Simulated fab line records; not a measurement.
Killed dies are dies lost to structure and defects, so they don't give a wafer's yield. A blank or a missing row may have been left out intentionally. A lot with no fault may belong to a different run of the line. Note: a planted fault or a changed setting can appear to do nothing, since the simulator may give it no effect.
Chamber matching | flow gf180mcu | GF_V2_CMP_04 on cmp-01 has 4 sister chambers
The step polishes SiO2. 4 wafers are shown with their chamber, then 11 later ones without.

== WAFERS PAIRED WITH THEIR CHAMBERS ==
wafer  | chamber | motor current A (A)
L716.4 | 0       | 11.6
L720.5 | 3       | 11.6
L722.5 | 2       | 11.2
L723.2 | 1       | 10.7

== WAFERS WHOSE CHAMBER IS MISSING ==
wafer  | motor current A (A)
L723.4 | 12.9
L723.6 | 12.8
L724.1 | 11.0
L724.3 | 11.7
L724.5 | 11.1
L729.1 | 11.3
L729.5 | 11.3
L729.6 | 11.1
L730.2 | 10.3
L730.3 | 12.7
L730.6 | 13.0

== THE CHAMBER EACH PASSED THROUGH ==
wafer  | from the rows above               | in truth
L723.4 | can't be placed: 0 or 3 or 2 or 1 | 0
L723.6 | can't be placed: 0 or 3 or 2 or 1 | 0
L724.1 | can't be placed: 2 or 1 or 0 or 3 | 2
L724.3 | can't be placed: 0 or 3 or 2 or 1 | 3
L724.5 | can't be placed: 2 or 1 or 0 or 3 | 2
L729.1 | can't be placed: 2 or 0 or 3 or 1 | 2
L729.5 | can't be placed: 2 or 0 or 3 or 1 | 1
L729.6 | can't be placed: 2 or 1 or 0 or 3 | 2
L730.2 | can't be placed: 1 or 2 or 0 or 3 | 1
L730.3 | can't be placed: 0 or 3 or 2 or 1 | 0
L730.6 | can't be placed: 0 or 3 or 2 or 1 | 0
0 of 11 placed correctly. These rows do not allow placing 11 (true chamber among the candidates in 11). Placed wrongly: 0.
How it was worked out, from the rows above alone: a wafer's distance from a chamber is the root of the sum, over the readings, of the square of ((its reading less the chamber's mean) divided by the reading's scatter). If the next closest chamber is less than 2 further off than the closest, the wafer can't be placed; otherwise it belongs to the closest. The mean given for a chamber averages the wafers shown for that chamber. The scatter: root of mean squared gap, hidden wafer to nearest shown wafer, with one shown wafer a chamber.
